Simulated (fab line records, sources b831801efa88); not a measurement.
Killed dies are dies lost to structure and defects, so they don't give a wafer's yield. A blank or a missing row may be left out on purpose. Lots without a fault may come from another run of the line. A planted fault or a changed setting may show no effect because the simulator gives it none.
A struck lot beside a sound one | flow sky130 | 42 steps out of a route of 708
Sound: wafers L737.1, L737.3, L737.5. Struck: wafer L747.6. (L747.2 of the same lot was not struck and is left out.) The cause comes at the end.
At each step with rows: each side's tool, then ch and its chambers, then its first start. Under that, the readings that differ: sound wafers | struck wafers | difference of the means | sigmas: that difference in standard deviations of wafers without a fault.
alike: readings whose means differ by less than 2 such deviations, and words and numbers that are the same on both sides. not compared: withheld readings, readings that some wafer has no value for, bounds like >300 that may hide the same value, and numbers for which the record gives no deviation and whose values overlap.
The two part at a step that has a row with sigmas, a row that says differs or no value, or rows on one side only. Numbers that don't overlap but have no deviation are shown without sigmas and don't part them. A reading that every wafer of one side lacks parts them only if that side has two wafers or more.

SKY_SD_P_CD_MEAS_07: target cd 380 nm.
  sound on cd_sem-02, day 25 17:22; struck on cd_sem-01, day 29 10:35
  reading    | sound             | struck | difference | sigmas
  cd_nm (nm) | 375.6 380.8 378.8 | 383.2  | +4.8       | +2
SKY_SD_P_OVL_MEAS_08:
  sound on overlay-02, day 25 17:29; struck on overlay-02, day 29 10:41
  alike: SD_P_OVL
then, 1 step without rows for these wafers: SKY_SD_P_IMPLANT_09.
SKY_SD_P_STRIP_10: strips in O2/N2.
  sound on plasma_asher-03 ch 1, day 25 17:40; struck on plasma_asher-02 ch 0, day 29 10:52
  alike: drypump_motor_current_A, oes_product_au, strip_time_to_endpoint_s
  not compared: rf_hours_counter_h
SKY_SD_P_TW_MEAS_11:
  sound on film_metro-02, day 25 17:46; struck on film_metro-04, day 29 10:58
  alike: SD_P_TW
then, 7 steps without rows for these wafers: SKY_RES_XHIGH_DEHYDRATE_00 (time 60 s); SKY_RES_XHIGH_HMDS_01 (prime time 60 s); SKY_RES_XHIGH_COAT_02 (resist thk 1140 nm); SKY_RES_XHIGH_SOFTBAKE_03 (time 60 s); SKY_RES_XHIGH_EXPOSE_04 (exposes mask URPM, target cd 1270 nm); SKY_RES_XHIGH_PEB_05; SKY_RES_XHIGH_DEVELOP_06 (develop time 60 s).
SKY_RES_XHIGH_IMPLANT_07:
  sound on implanter-04 ch 0, day 26 22:12; struck on implanter-04 ch 0, day 30 14:52
  alike: dose_ions_cm2, tilt_deg
SKY_RES_XHIGH_STRIP_08: strips in O2/N2.
  sound on plasma_asher-04 ch 0,1, day 26 22:21; struck on plasma_asher-03 ch 0, day 30 15:00
  reading                      | sound             | struck | difference | sigmas
  strip_time_to_endpoint_s (s) | 14.22 14.23 14.22 | 14.32  | +0.10      | +2
  alike: drypump_motor_current_A, oes_product_au
  not compared: rf_hours_counter_h
SKY_RES_XHIGH_TW_MEAS_09:
  sound on film_metro-04, day 26 22:27; struck on film_metro-02, day 30 15:07
  alike: RES_XHIGH_TW
then, 7 steps without rows for these wafers: SKY_SD_N_DEHYDRATE_00 (time 60 s); SKY_SD_N_HMDS_01 (prime time 60 s); SKY_SD_N_COAT_02 (resist thk 1140 nm); SKY_SD_N_SOFTBAKE_03 (time 60 s); SKY_SD_N_EXPOSE_04 (exposes mask NSDM, target cd 380 nm); SKY_SD_N_PEB_05; SKY_SD_N_DEVELOP_06 (develop time 60 s).
SKY_SD_N_CD_MEAS_07: target cd 380 nm.
  sound on cd_sem-01, day 28 03:11; struck on cd_sem-01, day 31 18:40
  reading    | sound             | struck | difference | sigmas
  cd_nm (nm) | 384.2 381.0 383.5 | 376.0  | -6.9       | -3
SKY_SD_N_OVL_MEAS_08:
  sound on overlay-02, day 28 03:18; struck on overlay-02, day 31 18:46
  alike: SD_N_OVL
then, 2 steps without rows for these wafers: SKY_SD_N_IMPLANT_09; SKY_SD_N_IMPLANT_10.
SKY_SD_N_STRIP_11: strips in O2/N2.
  sound on plasma_asher-04 ch 1, day 28 03:38; struck on plasma_asher-01 ch 0, day 31 19:06
  alike: drypump_motor_current_A, oes_product_au, strip_time_to_endpoint_s
  not compared: rf_hours_counter_h
SKY_SD_N_TW_MEAS_12:
  sound on film_metro-03, day 28 03:44; struck on film_metro-02, day 31 19:13
  alike: SD_N_TW
then, 1 step without rows for these wafers: SKY_SD_N_CLEAN_13 (cleans in SC1/SC2, time 150 s).
SKY_SD_N_RTA_14: time 2 s.
  sound on rtp_anneal-01 ch 0, day 28 03:50; struck on rtp_anneal-01 ch 0, day 31 19:19
  alike: chamber_o2_ppm, lamp_power_pct, wafer_temp_C_max
SKY_SD_N_RS_MEAS_16: measures by four-point-probe.
  sound on film_metro-03, day 28 04:01; struck on film_metro-03, day 31 19:31
  alike: SD_N_RS
SKY_SD_N_RS_MEAS_17: measures by four-point-probe.
  sound on film_metro-03, day 28 04:08; struck on film_metro-03, day 31 19:38
  reading          | sound             | struck | difference | sigmas
  SD_P_RS (ohm/sq) | 147.3 147.4 147.2 | 146.4  | -0.9       | -2
SKY_SD_N_RS_MEAS_18: measures by four-point-probe.
  sound on film_metro-03, day 28 04:16; struck on film_metro-03, day 31 19:45
  alike: RES_XHIGH_RS
then, 2 steps without rows for these wafers: SKY_SALICIDE_CLEAN_00 (cleans in HF-last, time 30 s); SKY_LI_CONTACT_HDPCVD_00 (deposits PSG, target thk 930 nm, time 155 s).
SKY_LI_CONTACT_THK_MEAS_01:
  sound on film_metro-04, day 28 04:30; struck on film_metro-03, day 31 19:59
  alike: LI_CONTACT_HDPCVD_THK
SKY_LI_CONTACT_CMP_02: polishes PSG.
  sound on cmp-02 ch 0,2,3, day 28 04:37; struck on cmp-01 ch 1, day 31 20:05
  reading                | sound    | struck | difference | sigmas
  time_to_endpoint_s (s) | 32 41 34 | 28     | -8         | -2
  alike: motor_current_A, retaining_ring_pressure_frac
SKY_LI_CONTACT_BOW_MEAS_03:
  sound on film_metro-04, day 28 04:52; struck on film_metro-03, day 31 20:21
  alike: LI_CONTACT_BOW
then, 3 steps without rows for these wafers: SKY_LI_CONTACT_DEHYDRATE_04 (time 60 s); SKY_LI_CONTACT_HMDS_05 (prime time 60 s); SKY_LI_CONTACT_COAT_06 (resist thk 60 nm).
-- the record jumps here: 17 days lie between the struck wafers' starts before and after (it left off in module LI_CONTACT and takes up again in module PAD_OPEN, whose first step shown is number 708 of the route) --
SKY_PAD_OPEN_PROBE_99:
  sound on prober-02, day 46 04:25; struck on prober-01, day 48 17:10
  reading                                  | sound             | struck | difference | sigmas
  model.etest.res_xhigh_po.rs_ohm_sq_range | 38.17 28.58 39.55 | 223    | +188       |
  alike: killed_at_M0_to_M3, killed_at_M4_up, killed_at_contacts, killed_at_front_end, killed_at_other, killed_dies, killed_on_rim, killed_open, killed_short

WHERE THEY PART
First at SKY_SD_P_CD_MEAS_07; last, within this record, at SKY_LI_CONTACT_CMP_02. Later steps at which nothing parts them and some readings are alike: SKY_LI_CONTACT_BOW_MEAS_03, SKY_PAD_OPEN_PROBE_99.

WHY: what the simulator had put in
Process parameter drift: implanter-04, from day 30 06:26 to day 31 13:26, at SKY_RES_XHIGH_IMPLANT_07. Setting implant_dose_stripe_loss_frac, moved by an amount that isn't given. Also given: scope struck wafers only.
